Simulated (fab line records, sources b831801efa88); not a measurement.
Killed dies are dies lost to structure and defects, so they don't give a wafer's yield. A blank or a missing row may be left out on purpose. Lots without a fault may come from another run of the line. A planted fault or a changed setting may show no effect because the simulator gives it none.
Split-lot experiment | flow sky130 | 5 lots, 23 wafers read, on a route of 708 steps

THE SPLIT
At SKY_VIA3_CMP_02 (polishes SiO2), the setting leave_above_ref_nm was moved away from the recipe's 465 nm on 8 of the 23 wafers read, by -6.5% to +4.0%. The other wafers ran this setting at the recipe's value.

FROM THE SPLIT TO THE READING: what the file shows between them, 1 step
- SKY_VIA3_ETCH_14: etches BARC in N2/H2, stops on SiO2, time 45.9 s, target depth 60 nm (also split here: pressure_mtorr)

THE READING
oes_product_au, in a.u., at SKY_VIA3_ETCH_15 (etches SiO2 in C4F8/O2/Ar, stops on TiN, target depth 507 nm, time 78 s). Fault-free wafers of this fab line usually give 0.946 a.u., standard deviation 0.0051 a.u..

wafer  | tool, chamber at the split | leave_above_ref_nm as run, nm | against the recipe | oes_product_au, a.u. | against lot-mates on the recipe
L074.2 | cmp-02, 2                  | 465                           | recipe             | 0.948                | -
L074.3 | cmp-02, 1                  | 465                           | recipe             | 0.948                | -
L074.4 | cmp-02, 3                  | 483.5                         | +4.0%              | 0.962                | +0.016
L074.5 | cmp-02, 2                  | 465                           | recipe             | 0.943                | -
L074.6 | cmp-02, 3                  | 483.5                         | +4.0%              | 0.953                | +0.007
L078.1 | cmp-02, 1                  | 465                           | recipe             | 0.941                | -
L078.3 | cmp-02, 0                  | 465                           | recipe             | 0.946                | -
L078.4 | cmp-02, 3                  | 465                           | recipe             | 0.947                | -
L080.1 | cmp-01, 1                  | 465                           | recipe             | 0.952                | -
L080.3 | cmp-01, 0                  | 446.2                         | -4.0%              | 0.921                | -0.027
L080.4 | cmp-01, 3                  | 465                           | recipe             | 0.948                | -
L080.5 | cmp-01, 0                  | 465                           | recipe             | 0.945                | -
L080.6 | cmp-01, 3                  | 446.2                         | -4.0%              | 0.929                | -0.019
L083.1 | cmp-01, 1,2                | 465                           | recipe             | 0.948                | -
L083.2 | cmp-01, 1,2                | 465                           | recipe             | 0.946                | -
L083.3 | cmp-01, 3                  | 465                           | recipe             | 0.944                | -
L083.4 | cmp-01, 0                  | 483                           | +3.9%              | 0.967                | +0.021
L083.6 | cmp-01, 1                  | 483                           | +3.9%              | 0.970                | +0.024
L082.1 | cmp-01, 1                  | 465                           | recipe             | 0.941                | -
L082.2 | cmp-01, 0                  | 434.7                         | -6.5%              | 0.910                | -0.034
L082.3 | cmp-01, 2                  | 465                           | recipe             | 0.944                | -
L082.4 | cmp-01, 3                  | 434.7                         | -6.5%              | 0.917                | -0.027
L082.6 | cmp-01, 3                  | 465                           | recipe             | 0.946                | -
Where a row lists several chambers, the file gives one row for several wafers and doesn't say which wafer went through which chamber.

THE FIT
A straight line over all 23 wafers: oes_product_au changes by +0.00477 a.u. for each +1% of leave_above_ref_nm; r = +0.96; the points scatter about the line by 0.0042 a.u..
The same after taking each lot's own level away (the mean of its wafers on the recipe; 23 wafers): +0.00469 a.u. for each +1%; r = +0.96; scatter 0.0042 a.u..
On that fit, the largest move of leave_above_ref_nm shifts the reading by 0.031 a.u..
The lots' own levels span 0.9437 to 0.9483 a.u., that is 0.9 times the standard deviation above.
So the lot-to-lot level changes the slope little: the two slopes agree.
Check: with one of the wafers moved furthest among these (-6.5%) left out of the fit, the line predicts -0.0303 a.u. for it against its lot-mates. It came out at -0.0337 a.u. against them.

OTHER SPLITS ON THESE WAFERS
These wafers also went through other splits before the reading. Each is held against what the fit with the lots' levels taken away leaves over:
other split on the same wafers          | wafers away from the commonest value | r with oes_product_au (lot level and that fit taken away)
SKY_METAL2_SPUTTER_04 power_w           | 8                                    | -0.07
SKY_VIA2_HDPCVD_00 time_s               | 4                                    | +0.11
SKY_VIA2_EXPOSE_09 dose_mj              | 5                                    | -0.02
SKY_VIA2_DEVELOP_11 dev_temp_c          | 8                                    | -0.01
SKY_VIA2_SPUTTER_20 chamber_pressure_pa | 15                                   | +0.10
SKY_METAL3_SPUTTER_03 power_w           | 4                                    | +0.06
SKY_CAPM_SOFTBAKE_08 temp_c             | 7                                    | +0.08
SKY_VIA3_ETCH_14 pressure_mtorr         | 15                                   | +0.36

THE WHOLE CHAIN: every reading that the file lists as answering this split, in the file's order
step             | what it does                                                            | reading                                                                        | change (the file's fit)                  | r (the file's)
SKY_VIA3_CMP_02  | polishes SiO2                                                           | SiO2_of_VIA3_HDPCVD_00.thk_nm (the simulator's own value, which no gauge read) | +4.62 nm for each +1% of the setting     | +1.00
SKY_VIA3_ETCH_15 | etches SiO2 in C4F8/O2/Ar, stops on TiN, target depth 507 nm, time 78 s | oes_product_au                                                                 | +0.0047 a.u. for each +1% of the setting | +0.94
SKY_VIA3_ETCH_15 | etches SiO2 in C4F8/O2/Ar, stops on TiN, target depth 507 nm, time 78 s | VIA3.feature_depth_nm (the simulator's own value, which no gauge read)         | +4.62 nm for each +1% of the setting     | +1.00

THE FILE'S OWN FIT
oes_product_au changes by +0.0047 a.u. for each +1% of leave_above_ref_nm, r = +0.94.
